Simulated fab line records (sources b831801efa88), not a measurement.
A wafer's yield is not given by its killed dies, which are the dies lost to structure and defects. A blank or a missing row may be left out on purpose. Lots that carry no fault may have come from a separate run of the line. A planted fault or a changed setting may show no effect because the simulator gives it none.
fab line records	flow sky130
record lots=5	wafers=15	lastDay=48
route steps=708 shown PASSIVATION@685 PAD_OPEN@694
lots with no fault: from the same line, run without faults
startH: hours from the record's opening day to when the first of the lot's shown wafers began	waitH: hours elapsed since this lot's preceding step	" unchanged from the row above	L1.1+2: a single row standing in for several wafers	- either no value or no given start	* or withheld: withheld	< > ~ a bound
route shown NAME@n: NAME is a module with steps in the file, n the number in the route of the first one	usual: the fault-free wafers' mean and standard deviation	same: alike in all rows	chamber/n: place in a boat	sites: per-site readings	_std_site: the values' standard deviation	_edge_site: outer sites' mean less inner sites'	radiusMm: for every site, how far away it sits from the centre of the wafer	mask NAME#n: copy n	behind: the most recent tool/chamber to have shaped the wafer	hold: the reason the lot was held/the length of the hold in hours/how it ended	device: which transistor (n, p or np) failed to switch	end of line: the route-end tests of the same wafers	a step given without rows: its recipe and nothing more	killed: the dies lost at the first sort to structure and to defects; this is not the yield of the wafer	map: per-die view of a wafer (x killed, . not killed, _ where there is no die)
set.NAME: the run value of the setting; set.NAME@STEP: its run value at that earlier step	model.NAME: the simulator's own value behind a step, which no gauge read
lots at selected steps of the route; one table per step, one row per wafer
services: from which hour (startH, from the record's first day; less than 0 if before it) a tool's chamber was out of use, for how many hours, and why
## steps
# step SKY_PASSIVATION_DEHYDRATE_04
# recipe tempC=200	timeS=60
# usual heaterPowerTotalW=160.37/0.12
lot.wafer	tool	chamber	startH	waitH	heaterPowerTotalW
L074.2	lithoTrack-02	0	1042.44	11.2	160.32
L074.4	"	0	"	"	160.51
L074.6	"	0	"	"	160.36
L079.1	lithoTrack-04	0	1070.94	11.0	160.39
L079.2	"	0	"	"	160.42
L079.5	"	0	"	"	160.35
L081.1	lithoTrack-04	0	1103.29	9.2	160.34
L081.3	"	0	"	"	160.33
L081.6	"	0	"	"	160.41
L083.1	lithoTrack-03	0	1103.30	8.9	160.19
L083.2	"	0	"	"	160.27
L083.3	"	0	"	"	160.38
L085.2	lithoTrack-02	0	1111.49	9.7	160.60
L085.3	"	0	"	"	160.52
L085.4	"	0	"	"	160.24
# step SKY_PASSIVATION_HMDS_05
# recipe primeTimeS=60	primeTempC=120
lot.wafer	tool	chamber	startH	waitH
L074.2+4+6	lithoTrack-02	0	1042.59	0.1
L079.1+2+5	lithoTrack-04	0	1071.09	0.1
L081.1+3+6	lithoTrack-04	0	1103.44	0.1
L083.1+2+3	lithoTrack-03	0	1103.45	0.1
L085.2+3+4	lithoTrack-02	0	1111.64	0.1
# step SKY_PASSIVATION_COAT_06
# recipe spinRpm=2000	resistThkNm=3000
lot.wafer	tool	chamber	startH	waitH
L074.2+4+6	lithoTrack-02	0	1042.74	0.1
L079.1+2+5	lithoTrack-04	0	1071.24	0.1
L081.1+3+6	lithoTrack-04	0	1103.59	0.1
L083.1+2+3	lithoTrack-03	0	1103.60	0.1
L085.2+3+4	lithoTrack-02	0	1111.79	0.1
# step SKY_PASSIVATION_SOFTBAKE_07
# recipe tempC=110	timeS=withheld
# usual heaterPowerTotalW=65.31/0.15
lot.wafer	tool	chamber	startH	waitH	heaterPowerTotalW
L074.2	lithoTrack-02	0	1042.90	0.1	65.07
L074.4	"	0	"	"	65.57
L074.6	"	0	"	"	65.28
L079.1	lithoTrack-04	0	1071.39	0.1	65.12
L079.2	"	0	"	"	65.32
L079.5	"	0	"	"	65.35
L081.1	lithoTrack-04	0	1103.74	0.1	65.44
L081.3	"	0	"	"	65.21
L081.6	"	0	"	"	65.17
L083.1	lithoTrack-03	0	1103.75	0.1	65.32
L083.2	"	0	"	"	65.51
L083.3	"	0	"	"	65.35
L085.2	lithoTrack-02	0	1111.95	0.1	65.51
L085.3	"	0	"	"	65.18
L085.4	"	0	"	"	65.15
# step SKY_PASSIVATION_EXPOSE_08
# recipe maskId=NSM	targetCdNm=3000	na=0.57	doseMj=260
# usual stageVelMmS=500.02/0.28
lot.wafer	tool	chamber	startH	waitH	mask	stageVelMmS
L074.2	ilineStepper-02	0	-	-	NSM#0	500.55
L074.4	"	0	"	"	NSM#0	500.39
L074.6	"	0	"	"	NSM#0	500.03
L079.1	ilineStepper-01	0	-	-	NSM#0	499.94
L079.2	"	0	"	"	NSM#0	500.07
L079.5	"	0	"	"	NSM#0	500.02
L081.1	ilineStepper-01	0	-	-	NSM#0	499.82
L081.3	"	0	"	"	NSM#0	500.03
L081.6	"	0	"	"	NSM#0	500.05
L083.1	ilineStepper-01	0	-	-	NSM#0	499.51
L083.2	"	0	"	"	NSM#0	500.01
L083.3	"	0	"	"	NSM#0	499.51
L085.2	ilineStepper-01	0	-	-	NSM#0	499.75
L085.3	"	0	"	"	NSM#0	500.19
L085.4	"	0	"	"	NSM#0	499.86
# step SKY_PASSIVATION_PEB_09
# recipe tempC=115	timeS=withheld
# usual heaterPowerTotalW=69.34/0.12
lot.wafer	tool	chamber	startH	waitH	heaterPowerTotalW
L074.2	lithoTrack-03	0	-	-	69.29
L074.4	"	0	"	"	69.22
L074.6	"	0	"	"	69.51
L079.1	lithoTrack-04	0	-	-	69.22
L079.2	"	0	"	"	69.14
L079.5	"	0	"	"	69.35
L081.1	lithoTrack-03	0	-	-	69.39
L081.3	"	0	"	"	69.43
L081.6	"	0	"	"	69.47
L083.1	lithoTrack-02	0	-	-	69.20
L083.2	"	0	"	"	69.15
L083.3	"	0	"	"	69.50
L085.2	lithoTrack-04	0	-	-	69.28
L085.3	"	0	"	"	69.28
L085.4	"	0	"	"	69.42
# step SKY_PASSIVATION_DEVELOP_10
# recipe developTimeS=60	devTempC=23
lot.wafer	tool	chamber	startH	waitH
L074.2+4+6	lithoTrack-03	0	-	-
L079.1+2+5	lithoTrack-04	0	-	-
L081.1+3+6	lithoTrack-03	0	-	-
L083.1+2+3	lithoTrack-02	0	-	-
L085.2+3+4	lithoTrack-04	0	-	-
# step SKY_PASSIVATION_ETCH_11
# recipe chemistry=CF4/O2	targetDepthNm=725	stopOn=AlCu	sourceW=800	biasW=156	pressureMtorr=150	cf4FlowSccm=80	O2_flow_sccm=10	timeS=161.1
# usual drypumpMotorCurrentA=5.5/0.39	oesProductAu=0.980/0.0077	throttleValvePct=5.966/0.0089
lot.wafer	tool	chamber	startH	waitH	drypumpMotorCurrentA	oesProductAu	rfHoursCounterH	throttleValvePct
L074.2	rieDiel-04	1	1053.20	-	5.5	0.987	18	5.963
L074.4	"	2	"	"	5.8	0.977	7	5.972
L074.6	"	0	"	"	4.8	0.994	-	5.968
L079.1	rieDiel-02	0	1081.29	-	6.0	0.973	6	5.967
L079.2	"	2	"	"	5.7	0.973	13	5.970
L079.5	"	1	"	"	5.7	0.979	-	5.975
L081.1	rieDiel-03	2	1113.55	-	6.1	0.979	12	5.957
L081.3	"	1	"	"	5.6	0.985	7	5.966
L081.6	"	0	"	"	5.1	0.984	-	5.965
L083.1	rieDiel-03	0	1115.27	-	5.1	0.981	9	5.975
L083.2	"	3	"	"	5.4	0.975	23	5.961
L083.3	"	2	"	"	6.1	0.981	12	5.961
L085.2	rieDiel-02	2	1121.14	-	5.7	0.979	14	5.976
L085.3	"	3	"	"	5.0	0.973	8	5.983
L085.4	"	0	"	"	6.0	0.995	7	5.976
# step SKY_PASSIVATION_STRIP_12
# recipe chemistry=O2/N2	powerW=1400	pressureMtorr=1500	platenTempC=withheld	overashFraction=0.7	o2FlowSccm=3000	n2FlowSccm=300
# usual drypumpMotorCurrentA=5.5/0.46	o2FlowSccm=2999/8.2	oesProductAu=0.661/0.0044	stripTimeToEndpointS=31.45/0.13
# same overashFraction=0.7
lot.wafer	tool	chamber	startH	waitH	drypumpMotorCurrentA	o2FlowSccm	oesProductAu	rfHoursCounterH	stripTimeToEndpointS
L074.2	plasmaAsher-02	0	1053.31	0.1	5.9	2999	0.664	29	31.44
L074.4	"	1	"	"	4.7	2996	0.669	-	31.41
L074.6	"	1	"	"	4.7	2993	0.661	-	31.43
L079.1	plasmaAsher-04	1	1081.40	0.1	5.1	3000	0.667	2	31.60
L079.2	"	0	"	"	5.6	3004	0.660	2	31.54
L079.5	"	1	"	"	5.1	3004	0.664	-	31.65
L081.1	plasmaAsher-03	1	1113.66	0.1	5.5	2998	0.665	66	31.30
L081.3	"	0	"	"	6.0	2994	0.655	-	31.30
L081.6	"	0	"	"	6.0	2996	0.658	-	31.10
L083.1	plasmaAsher-04	0	1115.38	0.1	5.6	2990	0.663	5	31.29
L083.2	"	1	"	"	5.0	2998	0.654	5	31.35
L083.3	"	1	"	"	5.0	2993	0.657	-	31.27
L085.2	plasmaAsher-04	1	1121.25	0.1	5.0	2989	0.655	6	31.45
L085.3	"	0	"	"	5.6	3024	0.658	-	31.32
L085.4	"	1	"	"	5.0	3006	0.659	-	31.28
# step SKY_PAD_OPEN_DEHYDRATE_00
# recipe tempC=200	timeS=60
# usual heaterPowerTotalW=160.36/0.13
lot.wafer	tool	chamber	startH	waitH	heaterPowerTotalW
L074.2	lithoTrack-03	0	1063.47	10.1	160.27
L074.4	"	0	"	"	160.30
L074.6	"	0	"	"	160.35
L079.1	lithoTrack-01	0	1091.65	10.2	160.46
L079.2	"	0	"	"	160.21
L079.5	"	0	"	"	160.12
L081.1	lithoTrack-03	0	1122.80	9.1	160.30
L081.3	"	0	"	"	160.26
L081.6	"	0	"	"	160.45
L083.1	lithoTrack-03	0	1124.25	8.8	160.53
L083.2	"	0	"	"	160.58
L083.3	"	0	"	"	160.25
L085.2	lithoTrack-03	0	1130.63	9.3	160.56
L085.3	"	0	"	"	160.36
L085.4	"	0	"	"	160.34
# step SKY_PAD_OPEN_HMDS_01
# recipe primeTimeS=60	primeTempC=120
lot.wafer	tool	chamber	startH	waitH
L074.2+4+6	lithoTrack-03	0	1063.62	0.1
L079.1+2+5	lithoTrack-01	0	1091.80	0.1
L081.1+3+6	lithoTrack-03	0	1122.95	0.1
L083.1+2+3	lithoTrack-03	0	1124.40	0.1
L085.2+3+4	lithoTrack-03	0	1130.78	0.1
# step SKY_PAD_OPEN_COAT_02
# recipe spinRpm=2000	resistThkNm=3000
lot.wafer	tool	chamber	startH	waitH
L074.2+4+6	lithoTrack-03	0	1063.77	0.1
L079.1+2+5	lithoTrack-01	0	1091.95	0.1
L081.1+3+6	lithoTrack-03	0	1123.10	0.1
L083.1+2+3	lithoTrack-03	0	1124.55	0.1
L085.2+3+4	lithoTrack-03	0	1130.93	0.1
# step SKY_PAD_OPEN_SOFTBAKE_03
# recipe tempC=110	timeS=withheld
# usual heaterPowerTotalW=65.32/0.14
lot.wafer	tool	chamber	startH	waitH	heaterPowerTotalW
L074.2	lithoTrack-03	0	1063.93	0.1	65.35
L074.4	"	0	"	"	65.30
L074.6	"	0	"	"	65.38
L079.1	lithoTrack-01	0	1092.10	0.1	65.51
L079.2	"	0	"	"	65.45
L079.5	"	0	"	"	65.15
L081.1	lithoTrack-03	0	1123.25	0.1	65.04
L081.3	"	0	"	"	65.38
L081.6	"	0	"	"	65.34
L083.1	lithoTrack-03	0	1124.70	0.1	65.34
L083.2	"	0	"	"	65.40
L083.3	"	0	"	"	65.33
L085.2	lithoTrack-03	0	1131.08	0.1	65.16
L085.3	"	0	"	"	65.40
L085.4	"	0	"	"	65.17
# step SKY_PAD_OPEN_EXPOSE_04
# recipe maskId=PDM	targetCdNm=60000	na=0.57	doseMj=260
# usual stageVelMmS=499.98/0.26
lot.wafer	tool	chamber	startH	waitH	mask	stageVelMmS
L074.2	ilineStepper-02	0	-	-	PDM#0	500.18
L074.4	"	0	"	"	PDM#0	499.96
L074.6	"	0	"	"	PDM#0	500.29
L079.1	ilineStepper-02	0	-	-	PDM#0	499.94
L079.2	"	0	"	"	PDM#0	499.95
L079.5	"	0	"	"	PDM#0	500.12
L081.1	ilineStepper-02	0	-	-	PDM#0	499.80
L081.3	"	0	"	"	PDM#0	499.79
L081.6	"	0	"	"	PDM#0	500.00
L083.1	ilineStepper-01	0	-	-	PDM#0	500.07
L083.2	"	0	"	"	PDM#0	500.10
L083.3	"	0	"	"	PDM#0	499.96
L085.2	ilineStepper-02	0	-	-	PDM#0	499.93
L085.3	"	0	"	"	PDM#0	500.23
L085.4	"	0	"	"	PDM#0	500.05
# step SKY_PAD_OPEN_PEB_05
# recipe tempC=115	timeS=withheld
# usual heaterPowerTotalW=69.33/0.13
lot.wafer	tool	chamber	startH	waitH	heaterPowerTotalW
L074.2	lithoTrack-03	0	-	-	69.24
L074.4	"	0	"	"	69.33
L074.6	"	0	"	"	69.19
L079.1	lithoTrack-03	0	-	-	69.18
L079.2	"	0	"	"	69.42
L079.5	"	0	"	"	69.51
L081.1	lithoTrack-04	0	-	-	69.55
L081.3	"	0	"	"	69.22
L081.6	"	0	"	"	69.24
L083.1	lithoTrack-04	0	-	-	69.47
L083.2	"	0	"	"	69.24
L083.3	"	0	"	"	69.15
L085.2	lithoTrack-03	0	-	-	69.20
L085.3	"	0	"	"	69.09
L085.4	"	0	"	"	69.13
# step SKY_PAD_OPEN_DEVELOP_06
# recipe developTimeS=60	devTempC=23
lot.wafer	tool	chamber	startH	waitH
L074.2+4+6	lithoTrack-03	0	-	-
L079.1+2+5	lithoTrack-03	0	-	-
L081.1+3+6	lithoTrack-04	0	-	-
L083.1+2+3	lithoTrack-04	0	-	-
L085.2+3+4	lithoTrack-03	0	-	-
# step SKY_PAD_OPEN_ETCH_07
# recipe chemistry=CF4/O2	targetDepthNm=725	stopOn=AlCu	sourceW=800	biasW=150	pressureMtorr=150	cf4FlowSccm=80	O2_flow_sccm=10	timeS=161.1
# usual drypumpMotorCurrentA=5.5/0.37	oesProductAu=0.978/0.0063	throttleValvePct=5.963/0.0089
lot.wafer	tool	chamber	startH	waitH	drypumpMotorCurrentA	oesProductAu	rfHoursCounterH	throttleValvePct
L074.2	rieDiel-02	0	1075.05	-	6.0	0.983	6	5.971
L074.4	"	1	"	"	5.6	0.973	25	5.967
L074.6	"	0	"	"	6.0	0.986	-	5.967
L079.1	rieDiel-03	0	1102.50	-	5.1	0.978	8	5.955
L079.2	"	1	"	"	5.7	0.971	7	5.969
L079.5	"	1	"	"	5.6	0.980	-	5.949
L081.1	rieDiel-03	0	1133.19	-	5.1	0.985	10	5.964
L081.3	"	1	"	"	5.6	0.979	8	5.968
L081.6	"	3	"	"	5.4	0.973	-	5.964
L083.1	rieDiel-01	1	1134.69	-	4.8	0.979	18	5.951
L083.2	"	0	"	"	5.7	0.977	25	5.958
L083.3	"	2	"	"	5.9	0.990	25	5.973
L085.2	rieDiel-01	3	1140.95	-	5.6	0.972	26	5.964
L085.3	"	0	"	"	5.7	0.986	25	5.958
L085.4	"	1	"	"	4.8	0.984	19	5.972
# step SKY_PAD_OPEN_STRIP_08
# recipe chemistry=O2/N2	powerW=1400	pressureMtorr=1500	platenTempC=withheld	overashFraction=0.7	o2FlowSccm=3000	n2FlowSccm=300
# usual drypumpMotorCurrentA=5.4/0.36	o2FlowSccm=2999/8.8	oesProductAu=0.663/0.0043	stripTimeToEndpointS=37.07/0.1
# same overashFraction=0.7
lot.wafer	tool	chamber	startH	waitH	drypumpMotorCurrentA	o2FlowSccm	oesProductAu	rfHoursCounterH	stripTimeToEndpointS
L074.2	plasmaAsher-01	1	1075.16	0.1	5.5	2994	0.660	98	37.09
L074.4	"	0	"	"	5.5	3003	0.668	-	37.08
L074.6	"	1	"	"	5.5	2985	0.655	-	37.05
L079.1	plasmaAsher-04	0	1102.61	0.1	5.6	3011	0.664	4	37.03
L079.2	"	1	"	"	5.0	3014	0.661	4	36.96
L079.5	"	1	"	"	5.0	3000	0.658	-	36.95
L081.1	plasmaAsher-01	0	1133.30	0.1	5.4	2994	0.664	103	37.06
L081.3	"	1	"	"	5.5	2992	0.661	-	36.91
L081.6	"	1	"	"	5.5	2994	0.669	-	36.97
L083.1	plasmaAsher-01	0	1134.80	0.1	5.4	2991	0.664	103	37.02
L083.2	"	1	"	"	5.5	2988	0.673	103	36.92
L083.3	"	0	"	"	5.4	3004	0.666	-	37.02
L085.2	plasmaAsher-01	0	1141.06	0.1	5.5	3005	0.663	103	37.00
L085.3	"	0	"	"	5.5	2992	0.668	-	36.99
L085.4	"	1	"	"	5.5	3000	0.663	-	37.06
# step SKY_PAD_OPEN_STRIP_09
# recipe chemistry=postEtchResidueRemover	timeS=1200	tempC=72.5
lot.wafer	tool	chamber	startH	waitH
L074.2+4+6	wetBench-04	3	1075.26	0.1
L079.1+2+5	wetBench-02	2	1102.71	0.1
L081.1+3+6	wetBench-03	2	1133.40	0.1
L083.1+2+3	wetBench-03	2	1134.90	0.1
L085.2+3+4	wetBench-04	1	1141.20	0.1
# step SKY_PAD_OPEN_CLEAN_10
# recipe chemistry=IPA	timeS=180	tempC=25
lot.wafer	tool	chamber	startH	waitH
L074.2+4+6	wetBench-04	0	1075.63	0.0
L079.1+2+5	wetBench-02	1	1103.08	0.0
L081.1+3+6	wetBench-03	3	1133.74	0.0
L083.1+2+3	wetBench-03	2	1135.24	0.0
L085.2+3+4	wetBench-02	2	1141.57	0.0
# step SKY_PAD_OPEN_CLEAN_11
# recipe chemistry=O3/DIW	dry=n2Spin
lot.wafer	tool	chamber	startH	waitH
L074.2+4+6	wetBench-04	1	1075.69	0.0
L079.1+2+5	wetBench-02	3	1103.14	0.0
L081.1+3+6	wetBench-04	2	1133.80	0.0
L083.1+2+3	wetBench-04	3	1135.30	0.0
L085.2+3+4	wetBench-04	0	1141.63	0.0
# step SKY_PAD_OPEN_ANNEAL_12
# recipe tempC=403.2	timeS=withheld	ambient=N2/H2	idleTempC=300	rampUpCPerMin=8	rampDownCPerMin=4
# usual spikeTcUpperC=403.0/1.7	zonePowerBottomPct=6.48/0.068
lot.wafer	tool	chamber	startH	waitH	spikeTcUpperC	zonePowerBottomPct
L074.2	furnace-02	0	1075.79	0.0	401.3	6.32
L074.4	"	0	"	"	400.3	6.39
L074.6	"	0	"	"	401.0	6.52
L079.1	furnace-01	0	1103.24	0.0	405.9	6.45
L079.2	"	0	"	"	403.8	6.43
L079.5	"	0	"	"	404.8	6.42
L081.1	furnace-01	0	1133.90	0.0	402.8	6.46
L081.3	"	0	"	"	405.6	6.44
L081.6	"	0	"	"	404.0	6.45
L083.1	furnace-01	0	1135.40	0.0	404.4	6.54
L083.2	"	0	"	"	404.7	6.45
L083.3	"	0	"	"	404.6	6.58
L085.2	furnace-02	0	1141.72	0.0	401.9	6.40
L085.3	"	0	"	"	401.4	6.50
L085.4	"	0	"	"	399.1	6.38
# step SKY_PAD_OPEN_BOW_MEAS_13
# recipe mode=bow
# usual PAD_OPEN_BOW=47/7.5
lot.wafer	tool	chamber	startH	waitH	PAD_OPEN_BOW[um]
L074.2	filmMetro-01	-	1077.31	-	58
L074.4	"	-	"	"	52
L074.6	"	-	"	"	56
L079.1	filmMetro-03	-	1104.74	-	42
L079.2	"	-	"	"	41
L079.5	"	-	"	"	37
L081.1	filmMetro-04	-	1135.40	-	44
L081.3	"	-	"	"	43
L081.6	"	-	"	"	45
L083.1	filmMetro-03	-	1136.90	-	58
L083.2	"	-	"	"	39
L083.3	"	-	"	"	44
L085.2	filmMetro-03	-	1143.24	-	35
L085.3	"	-	"	"	43
L085.4	"	-	"	"	49
## services
tool	chamber	startH	hours	kind
plasmaAsher-02	-	1020.36	15.6	pm
rieDiel-02	-	1026.19	1.0	repair
ilineStepper-01	-	1029.43	1.7	pm
plasmaAsher-04	-	1055.25	9.0	pm
furnace-01	-	1057.44	4.4	pm
rieDiel-04	0	1061.73	29.8	repair
ilineStepper-01	-	1063.89	5.5	repair
rieDiel-01	0	1066.99	7.0	repair
rieDiel-01	3	1073.34	2.6	repair
ilineStepper-02	-	1077.90	1.7	pm
plasmaAsher-01	-	1078.17	1.4	repair
wetBench-03	-	1088.01	1.9	pm
furnace-01	-	1090.78	3.8	pm
rieDiel-04	-	1095.09	1.6	repair
rieDiel-04	1	1099.32	3.7	repair
wetBench-03	-	1100.36	2.6	repair
ilineStepper-02	-	1104.15	5.1	repair
plasmaAsher-01	-	1104.63	1.1	repair
plasmaAsher-01	-	1106.20	2.6	repair
plasmaAsher-01	-	1109.19	2.4	repair
ilineStepper-01	0	1119.84	-	calibration
ilineStepper-02	-	1123.81	4.4	pm
rieDiel-02	-	1126.00	62.5	repair
rieDiel-04	1	1136.34	1.3	repair
## key
fault none
